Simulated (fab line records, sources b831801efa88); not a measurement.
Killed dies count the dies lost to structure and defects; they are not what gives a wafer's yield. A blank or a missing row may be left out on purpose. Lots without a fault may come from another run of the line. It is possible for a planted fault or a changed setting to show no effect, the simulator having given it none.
A lot that was struck, set against a sound lot	flow sky130	17 steps out of a route of 708
Sound: wafers L212.4, L212.5, L212.6. The struck wafers were L216.1, L216.2, L216.3. The cause is given at the end.
Per side, at each step with rows, come the tool, then ch with its chambers, and then its first start. Under that, the readings that differ: sound wafers	struck wafers	difference of the means	sigmas: that difference in standard deviations of wafers without a fault.
alike: readings whose means differ by less than 2 such deviations, and words and numbers that are the same on both sides. not compared: withheld readings, readings that some wafer has no value for, bounds like >300 that may hide the same value, and numbers for which the record gives no deviation and whose values overlap.
Wherever a step has rows on one side only, a row that says differs or no value, or a row with sigmas, the two part there. Numbers that have no deviation but don't overlap get no sigmas and don't part them. Lack of a reading on every wafer of one side parts them only where that side has two or more wafers.

first, 4 steps without rows for these wafers: SKY_FIELD_ISO_WET_ETCH_29 (etches Si3N4 in H3PO4, target depth 160 nm, time 1825 s); SKY_FIELD_ISO_WET_ETCH_30 (etches SiO2 in dHF, target depth 25 nm, time 50 s); SKY_NWELL_CLEAN_00 (cleans in SC1/SC2, time 150 s); SKY_NWELL_OXIDATION_01 (stabilise 600 s, purge 300 s, target thk 10 nm).
SKY_NWELL_THK_MEAS_02:
  sound on filmMetro-01 at day 3 08:17; struck on filmMetro-03 at day 3 18:19
  alike: NWELL_OXIDATION_THK
then, 7 steps without rows for these wafers: SKY_DNWELL_DEHYDRATE_00 (time 60 s); SKY_DNWELL_HMDS_01 (prime time 60 s); SKY_DNWELL_COAT_02 (resist thk 3000 nm); SKY_DNWELL_SOFTBAKE_03; SKY_DNWELL_EXPOSE_04 (exposes mask DNM, target cd 3000 nm); SKY_DNWELL_PEB_05; SKY_DNWELL_DEVELOP_06 (develop time 60 s).
SKY_DNWELL_IMPLANT_07:
  sound on implanter-04 ch 0, day 4 00:10; struck on implanter-03 ch 0, day 4 10:29
  alike: endStationPressureTorr
  not compared: implantIonAmu
SKY_DNWELL_STRIP_08: strips in O2/N2.
  sound on plasmaAsher-03 ch 0,1, day 4 00:16; struck on plasmaAsher-02 ch 0,1, day 4 10:38
  alike: chamberPressureMTorr, drypumpMotorCurrentA, oesProductAu, stripTimeToEndpointS
  not compared: rfHoursCounterH
SKY_DNWELL_TW_MEAS_09:
  sound on filmMetro-01 at day 4 00:22; struck on filmMetro-03 at day 4 10:44
reading	sound	struck	difference	sigmas
DNWELL_TW	1125 1121 1120	2010 2008 2012	+888	+74
then, 1 step without rows for these wafers: SKY_PWDE_DEHYDRATE_00 (time 60 s).
SKY_PAD_OPEN_PROBE_99:
  rows exist in the record for the sound wafers here (prober-02, day 46 15:43), none for the struck ones

== WHERE THEY PART ==
First at SKY_DNWELL_TW_MEAS_09; last, within this record, at SKY_PAD_OPEN_PROBE_99.

WHY: what the simulator had put in
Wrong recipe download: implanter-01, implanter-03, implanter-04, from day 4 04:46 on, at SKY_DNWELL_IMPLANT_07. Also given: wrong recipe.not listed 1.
